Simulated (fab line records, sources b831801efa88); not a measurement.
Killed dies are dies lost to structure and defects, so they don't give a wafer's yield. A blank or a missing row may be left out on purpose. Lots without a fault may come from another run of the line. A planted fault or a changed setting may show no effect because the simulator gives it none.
Which tool did it? | flow sky130 | 11 lots, 33 wafers sampled, at 3 steps of a route of 708

WHAT THE GAUGES READ, wafer by wafer
SKY_LI_CONTACT_THK_MEAS_01.
lot  | measured     | on            | LI_CONTACT_HDPCVD_THK (nm)
L581 | day 28 04:26 | film_metro-02 | 921 931 931
L583 | day 28 23:10 | film_metro-02 | 935 930 931
L584 | day 30 07:05 | film_metro-01 | 927 928 937
L587 | day 30 07:26 | film_metro-02 | 911 917 925
L588 | day 30 17:00 | film_metro-01 | 1039 925 1039
L589 | day 31 03:55 | film_metro-02 | 1047 928 1046
L590 | day 31 12:17 | film_metro-01 | 927 1034 918
L600 | day 34 16:42 | film_metro-01 | 931 940 924
L601 | day 34 20:45 | film_metro-02 | 924 908 928
L602 | day 35 02:00 | film_metro-02 | 918 918 927
L603 | day 35 10:15 | film_metro-02 | 940 938 931

WHICH TOOL RAN EACH LOT (tool, then ch and the chambers of the sampled wafers, then the start)
lot  | SKY_SD_N_RTA_14                  | SKY_LI_CONTACT_HDPCVD_00
L581 | rtp_anneal-01 ch 0, day 28 03:47 | hdpcvd-01 ch 1,2, day 28 04:19
L583 | rtp_anneal-02 ch 0, day 28 22:30 | hdpcvd-02 ch 1,2, day 28 23:03
L584 | rtp_anneal-01 ch 0, day 30 06:26 | hdpcvd-02 ch 0,1,2, day 30 06:58
L587 | rtp_anneal-01 ch 0, day 30 06:44 | hdpcvd-01 ch 0,1,2, day 30 07:18
L588 | rtp_anneal-01 ch 0, day 30 16:21 | hdpcvd-02 ch 0,2, day 30 16:53
L589 | rtp_anneal-02 ch 0, day 31 03:15 | hdpcvd-02 ch 0,2, day 31 03:48
L590 | rtp_anneal-01 ch 0, day 31 11:37 | hdpcvd-02 ch 0,1,2, day 31 12:10
L600 | rtp_anneal-02 ch 0, day 34 16:03 | hdpcvd-02 ch 0,1,2, day 34 16:36
L601 | rtp_anneal-02 ch 0, day 34 20:05 | hdpcvd-01 ch 1,2, day 34 20:38
L602 | rtp_anneal-01 ch 0, day 35 01:21 | hdpcvd-02 ch 0,1,2, day 35 01:54
L603 | rtp_anneal-02 ch 0, day 35 09:35 | hdpcvd-02 ch 0,1, day 35 10:08
- SKY_SD_N_RTA_14: time 2 s.
- SKY_LI_CONTACT_HDPCVD_00: deposits PSG, target thk 930 nm, time 155 s.

THE ANSWER, worked out from the rows above alone
Rule: what is usual is taken from the lots themselves. Put in order of their means at a reading, lots are off if they are a third of the lots or fewer, leave a main group of 4 or more, and stand apart from it by a gap of 3 or more times the standard deviation of the main group's means; of several such gaps the widest counts. A main group whose means are all the same, to the digits that the tables above print for the reading, isn't used. A lot without any number at a reading at which 4 lots or more have one is off too. The other lots that the step has rows for count as sound.
Off: L588, L589, L590, at SKY_LI_CONTACT_THK_MEAS_01 (LI_CONTACT_HDPCVD_THK). The main group: mean 927 nm, standard deviation 6.3.
A tool fits if, at a process step before that reading, it ran every lot that is off, and no sound lot after the first of them. The gauges at SKY_LI_CONTACT_THK_MEAS_01 are tried like those tools. None of those tried fits.

WHAT THE SIMULATOR HAD PUT IN
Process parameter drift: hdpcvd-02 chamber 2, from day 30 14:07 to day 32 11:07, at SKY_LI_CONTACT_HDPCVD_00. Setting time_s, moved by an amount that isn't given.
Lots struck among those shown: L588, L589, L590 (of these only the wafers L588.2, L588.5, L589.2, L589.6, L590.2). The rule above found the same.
